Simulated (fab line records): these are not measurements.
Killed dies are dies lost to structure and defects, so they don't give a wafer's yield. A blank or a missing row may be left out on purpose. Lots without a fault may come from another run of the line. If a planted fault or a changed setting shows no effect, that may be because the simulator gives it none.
Comparing a struck lot with a sound one :: flow sky130 :: 20 steps out of a route of 708
Sound: these wafers, L630.1, L630.2, L630.5. Struck: wafer L620.4. At the end, the cause is stated.
For every step that has rows: the tool of each side, followed by ch and its chambers, followed by its first start. Under that, the readings that differ: sound wafers :: struck wafers :: difference of the means :: sigmas: that difference in standard deviations of wafers without a fault.
alike: a reading whose means differ by less than 2 such deviations, as well as words and numbers matching on both sides. not compared: withheld readings; readings where some wafer has no value; bounds like >300 that might hide an equal value; numbers whose values overlap and for which the record gives no deviation.
The two part at a step that has a row with sigmas, a row that says differs or no value, or rows on one side only. Non-overlapping numbers with no deviation appear without sigmas and do not part them. A reading that every wafer of one side lacks parts them only if that side has two wafers or more.

first, 2 steps without rows for these wafers: SKY_VT_ADJUST_PCH_PEB_05; SKY_VT_ADJUST_PCH_DEVELOP_06 (develop time 60 s).
SKY_VT_ADJUST_PCH_OVL_MEAS_07:
  sound on overlay-02 at day 16 18:35; struck on overlay-02 at day 13 13:55
  alike: VT_ADJUST_PCH_OVL
then, 1 step without rows for these wafers: SKY_VT_ADJUST_PCH_IMPLANT_08.
SKY_VT_ADJUST_PCH_STRIP_09: strips in O2/N2.
  sound on plasma asher-02 ch 0,1, day 16 18:47; struck on plasma asher-02 ch 1, day 13 14:07
  alike: drypump motor current A, n2 flow sccm, oes product au, strip time to endpoint s
  not compared: rf hours counter h
SKY_VT_ADJUST_PCH_TW_MEAS_10:
  sound on film metro-03 at day 16 18:53; struck on film metro-03 at day 13 14:13
  alike: VT_ADJUST_PCH_TW
then, 6 steps without rows for these wafers: SKY_SONOS_TUNNEL_DEHYDRATE_00 (time 60 s); SKY_SONOS_TUNNEL_HMDS_01 (prime time 60 s); SKY_SONOS_TUNNEL_COAT_02 (resist thk 1140 nm); SKY_SONOS_TUNNEL_SOFTBAKE_03 (time 60 s); SKY_SONOS_TUNNEL_EXPOSE_04 (exposes mask TUNM, target cd 410 nm); SKY_SONOS_TUNNEL_PEB_05.
SKY_SONOS_TUNNEL_DEVELOP_06: develop time 60 s.
  sound on litho track-04 ch 0, day 17 23:06; struck on litho track-04 ch 0, day 14 14:46
SKY_SONOS_TUNNEL_CD_MEAS_07 targets a cd of 410 nm.
  sound on cd sem-01 at day 17 23:15; struck on cd sem-01 at day 14 14:55
  not compared: cd nm
SKY_SONOS_TUNNEL_OVL_MEAS_08:
  sound on overlay-02 at day 17 23:22; struck on overlay-02 at day 14 14:59
  not compared: SONOS_TUNNEL_OVL
then, 3 steps without rows for these wafers: SKY_SONOS_TUNNEL_IMPLANT_09; SKY_SONOS_TUNNEL_WET_ETCH_10 (etches SiO2 in dHF, target depth 14 nm, time 280 s); SKY_SONOS_TUNNEL_STRIP_11 (strips in SPM, time 600 s).
SKY_SONOS_TUNNEL_TW_MEAS_12:
  sound on film metro-03 at day 17 23:49; struck on film metro-02 at day 14 15:41
reading: SONOS_TUNNEL_TW
sound: 195.6 195.3 195.1
struck: 29.7
difference: -165.6
sigmas: -99 or more
  not compared: hold
-- here the record skips 34 days between the struck wafers' starts before and after, leaving off in module SONOS_TUNNEL and picking up in module PAD_OPEN (first step shown: number 708 of the route) --
SKY_PAD_OPEN_PROBE_99:
  sound on prober-02 at day 50 05:23; struck on prober-01 at day 48 15:28
reading: hold
sound: - - -
struck: await dispo/1.6h/release
difference: no value on the sound wafers
sigmas: 

reading: killed at front end
sound: 25 11 14
struck: 432
difference: +415
sigmas: +87

reading: killed dies
sound: 99 70 88
struck: 492
difference: +406
sigmas: +43

reading: killed on rim
sound: 24 13 16
struck: 96
difference: +78
sigmas: +19

reading: killed open
sound: 59 37 52
struck: 35
difference: -14
sigmas: -2
  alike: killed_at_M0_to_M3, killed_at_M4_up, killed at contacts, killed at other, killed short

WHERE THEY PART
At SKY_SONOS_TUNNEL_TW_MEAS_12 first; at SKY_PAD_OPEN_PROBE_99 last (within this record only).

WHY: whatever the simulator had introduced
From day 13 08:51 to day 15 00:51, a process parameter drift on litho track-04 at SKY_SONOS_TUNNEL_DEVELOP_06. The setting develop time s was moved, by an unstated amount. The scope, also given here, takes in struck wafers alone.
